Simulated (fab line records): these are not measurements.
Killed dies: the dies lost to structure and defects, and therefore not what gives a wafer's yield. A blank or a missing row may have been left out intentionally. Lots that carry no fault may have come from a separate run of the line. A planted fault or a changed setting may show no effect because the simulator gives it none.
Chamber matching -- flow gf180mcu -- 3 sister chambers for GF_V4_CVD_02 on pecvd-03
The step deposits SiO2 from TEOS, target thk 850 nm, time 94.851 s. 3 wafers are shown with their chamber, then 12 later ones without.

## WAFERS PAIRED WITH THEIR CHAMBERS
wafer,chamber,heater-power-w (W)
L088.6,0,651
L089.5,2,690
L089.6,1,779

## WAFERS WITH NO CHAMBER GIVEN
wafer,heater-power-w (W)
L091.4,597
L091.5,598
L091.6,772
L092.1,680
L092.3,627
L092.4,743
L095.1,788
L095.2,710
L095.3,622
L097.2,683
L097.3,638
L097.5,688

## CHAMBER TAKEN BY EACH
wafer,from the rows above,in truth
L091.4,can't be placed: 0 or 2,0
L091.5,can't be placed: 0 or 2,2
L091.6,1,1
L092.1,can't be placed: 2 or 0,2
L092.3,can't be placed: 0 or 2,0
L092.4,can't be placed: 1 or 2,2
L095.1,1,1
L095.2,can't be placed: 2 or 0 or 1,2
L095.3,can't be placed: 0 or 2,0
L097.2,can't be placed: 2 or 0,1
L097.3,can't be placed: 0 or 2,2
L097.5,can't be placed: 2 or 0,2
Correct placement for 2 of the 12. From these rows, 10 cannot be placed; in 9 the true chamber is one of the candidates. Placed wrongly: 0.
How it was worked out, from the rows above alone: a wafer's distance from a chamber is the root of the sum, over the readings, of the square of ((its reading less the chamber's mean) divided by the reading's scatter). The wafer belongs to the nearest chamber; if the next one is less than 2 further off, it can't be placed. A chamber's mean is the mean of its shown wafers. The scatter: root of mean squared gap, hidden wafer to nearest shown wafer, with one shown wafer a chamber.
